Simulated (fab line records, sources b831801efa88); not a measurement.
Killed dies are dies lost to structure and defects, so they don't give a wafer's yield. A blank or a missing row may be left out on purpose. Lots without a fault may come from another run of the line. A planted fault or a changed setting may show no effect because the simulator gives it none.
fab line records | flow sky130
record lots=7 wafers=21 last_day=50
route steps=708 shown CAPM@549 METAL3@555
lots that met no fault: from a run of the same line without faults
start_h: hours from the record's first day to the start of the lot's first wafer shown | wait_h: hours since the lot's step before | " the same as in the row above | L1.1+2: a row that stands for several wafers | - no value, or no start given | * or withheld: withheld | < > ~ a bound
route shown NAME@n: a module of which the file shows steps, and the number in the route of the first | usual: mean/standard deviation of fault-free wafers | same: alike in all rows | chamber/n: place in a boat | sites: the reading at each site | _std_site: their standard deviation | _edge_site: outer sites' mean less inner sites' | radius_mm: how far each site lies from the wafer's centre | mask NAME#n: copy n | behind: the tool/chamber that last shaped the wafer | hold: why the lot was held/for how many hours/how that ended | device: the transistor (n, p or np) that didn't switch | end of line: the same wafers' tests at the end of the route | a step without rows: its recipe alone | killed: dies lost to structure and defects at the first sort, not the wafer's yield | map: a wafer's dies, x killed, . not, _ none there
set.NAME: the setting as run; set.NAME@STEP: as run at that earlier step | model.NAME: the simulator's own value behind a step, which no gauge read
lots at some steps of the route; a table a step, a row a wafer
services: from which hour (start_h, from the record's first day; less than 0 if before it) a tool's chamber was out of use, for how many hours, and why
## steps
# step SKY_CAPM_OVL_MEAS_12
# usual CAPM_OVL=0.7/1.4
# columns lot.wafer tool chamber start_h wait_h CAPM_OVL[nm]
L868.1 overlay-02 - 871.40 0.1 0.6
L868.5 " - " " 1.8
L868.6 " - " " 1.6
L872.2 overlay-02 - 918.32 0.1 -0.1
L872.3 " - " " 0.7
L872.4 " - " " 1.5
L873.2 overlay-01 - 922.93 0.1 3.0
L873.5 " - " " 2.7
L873.6 " - " " 1.3
L874.1 overlay-01 - 939.72 0.1 1.2
L874.3 " - " " 3.2
L874.4 " - " " 0.4
L876.2 overlay-02 - 955.28 0.1 1.9
L876.3 " - " " 4.5
L876.4 " - " " 0.6
L879.2 overlay-02 - 1010.68 0.1 2.2
L879.4 " - " " 2.5
L879.6 " - " " 0.8
L889.2 overlay-02 - 1048.28 0.1 1.5
L889.3 " - " " 1.8
L889.4 " - " " 1.7
# step SKY_CAPM_METAL_ETCH_13
# recipe target_depth_nm=220 stop_on=SiO2 chemistry=Cl2/BCl3 target=TiN pressure_mtorr=10 icp_w=900 bias_w=48.5 Cl2_flow_sccm=60 bcl3_flow_sccm=30 time_s=62.9
# usual drypump_motor_current_A=5.6/0.48 he_backside_leak_sccm=3.45/0.21 oes_product_au=0.941/0.0074 throttle_valve_pct=21.902/0.0091
# columns lot.wafer tool chamber start_h wait_h drypump_motor_current_A he_backside_leak_sccm oes_product_au rf_hours_counter_h throttle_valve_pct
L868.1 rie_metal-03 1 871.44 0.0 5.2 3.16 0.947 3 21.896
L868.5 " 0 " " 6.0 3.40 0.948 - 21.884
L868.6 " 1 " " 5.2 3.21 0.941 - 21.909
L872.2 rie_metal-01 0 918.35 0.0 6.3 3.47 0.944 5 21.898
L872.3 " 0 " " 6.3 3.30 0.939 - 21.895
L872.4 " 1 " " 5.2 3.46 0.948 - 21.899
L873.2 rie_metal-03 0 922.96 0.0 6.0 3.49 0.944 7 21.892
L873.5 " 1 " " 5.2 3.46 0.946 - 21.898
L873.6 " 0 " " 6.0 3.50 0.936 - 21.904
L874.1 rie_metal-03 0 939.76 0.0 6.0 3.48 0.940 8 21.906
L874.3 " 1 " " 5.1 3.31 0.941 - 21.908
L874.4 " 0 " " 6.0 3.46 0.941 - 21.910
L876.2 rie_metal-03 0 955.31 0.0 6.0 3.60 0.942 9 21.909
L876.3 " 0 " " 6.0 3.63 0.948 - 21.911
L876.4 " 1 " " 5.2 3.31 0.950 - 21.917
L879.2 rie_metal-02 1 1010.71 0.0 5.1 3.43 0.956 9 21.904
L879.4 " 1 " " 5.1 3.45 0.944 - 21.891
L879.6 " 0 " " 5.7 3.54 0.945 - 21.898
L889.2 rie_metal-03 0 1048.31 0.0 6.0 3.45 0.952 13 21.919
L889.3 " 1 " " 5.2 3.49 0.953 - 21.899
L889.4 " 0 " " 6.0 3.46 0.949 - 21.896
# step SKY_CAPM_STRIP_14
# recipe chemistry=O2/N2 power_w=1400 pressure_mtorr=1500 platen_temp_c=withheld o2_flow_sccm=3000 n2_flow_sccm=300 overash_fraction=0.5
# usual drypump_motor_current_A=5.9/0.52 oes_product_au=0.710/0.0047 strip_time_to_endpoint_s=12.67/0.051
# columns lot.wafer tool chamber start_h wait_h drypump_motor_current_A oes_product_au rf_hours_counter_h strip_time_to_endpoint_s
L868.1 plasma_asher-04 0 871.52 0.1 6.3 0.712 42 12.71
L868.5 " 0 " " 6.3 0.711 - 12.73
L868.6 " 1 " " 5.1 0.714 - 12.71
L872.2 plasma_asher-04 1 918.43 0.1 5.1 0.707 47 12.74
L872.3 " 0 " " 6.3 0.708 - 12.70
L872.4 " 1 " " 5.1 0.718 - 12.72
L873.2 plasma_asher-02 0 923.03 0.1 6.4 0.717 110 12.66
L873.5 " 1 " " 6.3 0.716 - 12.64
L873.6 " 0 " " 6.4 0.704 - 12.66
L874.1 plasma_asher-02 0 939.83 0.1 6.4 0.717 111 12.67
L874.3 " 0 " " 6.4 0.708 - 12.64
L874.4 " 1 " " 6.3 0.711 - 12.70
L876.2 plasma_asher-03 1 955.38 0.1 5.3 0.706 81 12.76
L876.3 " 0 " " 5.7 0.709 - 12.71
L876.4 " 1 " " 5.3 0.710 - 12.76
L879.2 plasma_asher-02 1 1010.79 0.1 6.3 0.710 118 12.66
L879.4 " 1 " " 6.3 0.706 - 12.67
L879.6 " 1 " " 6.3 0.709 - 12.70
L889.2 plasma_asher-04 0 1048.39 0.1 6.3 0.709 61 12.69
L889.3 " 1 " " 5.1 0.710 - 12.66
L889.4 " 0 " " 6.3 0.717 - 12.68
# step SKY_CAPM_STRIP_15
# recipe chemistry=post_etch_residue_remover time_s=1200 temp_c=72.5
# step SKY_CAPM_CLEAN_16
# recipe chemistry=IPA time_s=180 temp_c=25
# step SKY_CAPM_CLEAN_17
# recipe chemistry=O3/DIW dry=n2_spin
# step SKY_METAL3_DEHYDRATE_05
# recipe temp_c=200 time_s=60
# step SKY_METAL3_HMDS_06
# recipe prime_time_s=60 prime_temp_c=120
# step SKY_METAL3_COAT_07
# recipe resist=BARC temp_c=withheld time_s=withheld spin_rpm=3000 resist_thk_nm=60
# step SKY_METAL3_COAT_08
# recipe resist=KrF-thick spin_rpm=3000 resist_thk_nm=1140
# step SKY_METAL3_SOFTBAKE_09
# recipe temp_c=100 time_s=90 resist=KrF-thick
# step SKY_METAL3_EXPOSE_10
# recipe mask_id=MM3 na=0.68 source_shape=annular sigma_inner=0.4 sigma_outer=0.8 target_cd_nm=300 dose_mj=28
# step SKY_METAL3_PEB_11
# recipe peb_temp_c=withheld peb_time_s=withheld resist=KrF-thick
# usual chill_plate_temp_C=* exhaust_pa=44.8/1
# columns lot.wafer tool chamber start_h wait_h chill_plate_temp_C exhaust_pa
L868.1 litho_track-04 0 896 - * 43.7
L868.5 " 0 " " * 45.7
L868.6 " 0 " " * 45.3
L872.2 litho_track-01 - 943 - - -
L872.3 " - " " - -
L872.4 " - " " - -
L873.2 litho_track-02 - 948 - - -
L873.5 " - " " - -
L873.6 " - " " - -
L874.1 litho_track-04 - 964 - - -
L874.3 " - " " - -
L874.4 " - " " - -
L876.2 litho_track-04 0 980 - * 44.7
L876.3 " 0 " " * 43.5
L876.4 " 0 " " * 42.9
L879.2 litho_track-01 0 1034 - * 43.1
L879.4 " 0 " " * 44.1
L879.6 " 0 " " * 43.2
L889.2 litho_track-04 0 1070 - * 44.1
L889.3 " 0 " " * 43.9
L889.4 " 0 " " * 43.8
# step SKY_METAL3_DEVELOP_12
# recipe develop_time_s=60 resist=KrF-thick dev_temp_c=21
## services
# columns tool chamber start_h hours kind
plasma_asher-03 - 886.89 0.4 repair
rie_metal-03 - 893.75 14.6 pm
plasma_asher-04 - 916.72 0.7 repair
plasma_asher-03 - 955.51 2.8 repair
rie_metal-03 - 957.29 10.0 pm
rie_metal-02 0 967.83 8.6 repair
rie_metal-02 1 985.34 6.1 repair
plasma_asher-03 - 1011.45 2.4 repair
plasma_asher-03 - 1023.21 4.3 pm
rie_metal-03 - 1042.06 2.8 pm
rie_metal-02 1 1042.39 22.7 repair
rie_metal-02 - 1043.35 14.6 pm
plasma_asher-02 - 1055.25 9.0 pm
plasma_asher-02 0 1055.25 9.0 vent_cycle
plasma_asher-02 1 1055.25 9.0 vent_cycle
plasma_asher-02 0 1064.25 - clean
plasma_asher-02 1 1064.25 - clean
## key
first_sign step=SKY_METAL3_PEB_11 reading=tool_record direction=missing
effect none on later readings
met_at SKY_METAL3_PEB_11
struck_wafers L872.2,L872.3,L872.4,L873.2,L873.5,L873.6,L874.1,L874.3,L874.4
later_rows_left_out L872.2,L872.3,L872.4,L873.2,L873.5,L873.6,L874.1,L874.3,L874.4
sort_left_out L872.2,L872.3,L872.4,L873.2,L873.5,L873.6,L874.1,L874.3,L874.4
onset_between 896 943
fault kind=skipped_step_whole tool=litho_track-01,litho_track-02,litho_track-04 chamber=- onset_h=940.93 steps=SKY_METAL3_PEB_11 scope=struck_lots_only
# sort_left_out: the simulated sort isn't trusted on such a fault, so these wafers' sort isn't shown, and their yield isn't known
# later_rows_left_out: the simulator's readings of these wafers behind a module that went badly wrong aren't trusted and aren't shown, but for the sort
